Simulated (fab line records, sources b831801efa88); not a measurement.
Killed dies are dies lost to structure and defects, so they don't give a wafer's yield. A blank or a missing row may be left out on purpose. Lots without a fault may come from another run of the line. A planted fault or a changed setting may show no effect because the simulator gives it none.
Problem report in the 8D (eight disciplines) form, filled by code | flow gf180mcu | the parts of the form that need people (team, actions taken, sign-off) are left out

1. THE PROBLEM
overpolish_run_s at GF_CONTACT_CMP_27 reads a mean of 0.042 s on 6 wafers of 2 lots; wafers without a fault read 15.001 s with a standard deviation of 0.0088. That is -99 or more standard deviations from the usual mean.
The step: polishes, stops on SiO2, t overpolish 15 s, target thk 0 nm.
First seen on wafer L584.2, day 20 08:29, on cmp-01. The record holds 33 wafers of 11 lots with a number at this step. Rule for "out", or "out of limits": more than 4 standard deviations from the usual mean. The other wafers with a number count as sound.

2. WHAT IT IS AND WHAT IT IS NOT
question                    | is                                                                       | is not
which readings at this step | overpolish_run_s, head_pressure_psi, motor_current_A, time_to_endpoint_s | -
which lots                  | L584, L585                                                               | L573, L574, L575, L576, L577, L588, L591, L595, L596
which wafers of those lots  | all that have a number                                                   | -
read on which tools         | cmp-01                                                                   | cmp-02
when                        | from day 20 08:29                                                        | up to then (15 sound wafers); but 12 sound wafers of L588, L591, L595, L596 came after

3. SUSPECTS, AND WHAT RULES EACH OUT
Counting: a tool at a process step up to the reading stays a suspect if it ran every lot that is out and no sound lot after the first of them.
- cmp-01 at GF_CONTACT_CMP_27 (polishes, stops on SiO2, t overpolish 15 s, target thk 0 nm): ruled out as a lasting fault. Sound lots L595 ran on it after its first lot that is out, L584 (day 20 08:29).
Left after counting: nothing in the record.

4. THE CAUSE (what the simulator had put in)
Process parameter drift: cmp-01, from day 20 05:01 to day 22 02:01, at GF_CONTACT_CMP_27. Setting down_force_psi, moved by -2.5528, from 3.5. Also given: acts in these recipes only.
Counting ruled it out, wrongly.

5. THE CHAIN OF EFFECTS, in route order
Each row: a reading whose mean over the struck wafers that have a number lies more than 3 standard deviations from the usual. Only readings for which the record gives a usual standard deviation are gone through. hours: the time from each lot's start at the first step in this table that gives one to its start at this step, as a median over the lots. sigmas: the change in usual standard deviations.
hours | step                    | reading            | usual     | on struck wafers | change  | sigmas
0     | GF_CONTACT_CMP_27       | head_pressure_psi  | 3.501 psi | 0.947            | -2.554  | -99 or more
0     | GF_CONTACT_CMP_27       | motor_current_A    | 10.2 A    | 5.6              | -4.6    | -7.0
0     | GF_CONTACT_CMP_27       | overpolish_run_s   | 15.001 s  | 0.042            | -14.959 | -99 or more
0     | GF_CONTACT_CMP_27       | time_to_endpoint_s | 72.5 s    | 113.7            | +41.2   | +16
286   | GF_PASSIVATION_PROBE_99 | killed_at_contacts | 6.0       | 453.7            | +447.7  | +99 or more
286   | GF_PASSIVATION_PROBE_99 | killed_dies        | 48        | 492              | +444    | +64
286   | GF_PASSIVATION_PROBE_99 | killed_on_rim      | 9.4       | 96.0             | +86.6   | +32
The process steps in it:
- GF_CONTACT_CMP_27: polishes, stops on SiO2, t overpolish 15 s, target thk 0 nm.
- GF_PASSIVATION_PROBE_99

6. WHAT WOULD HAVE CAUGHT IT SOONER
In this record the first reading out of limits was taken at day 20 08:29, 3 hours after the fault began at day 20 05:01.
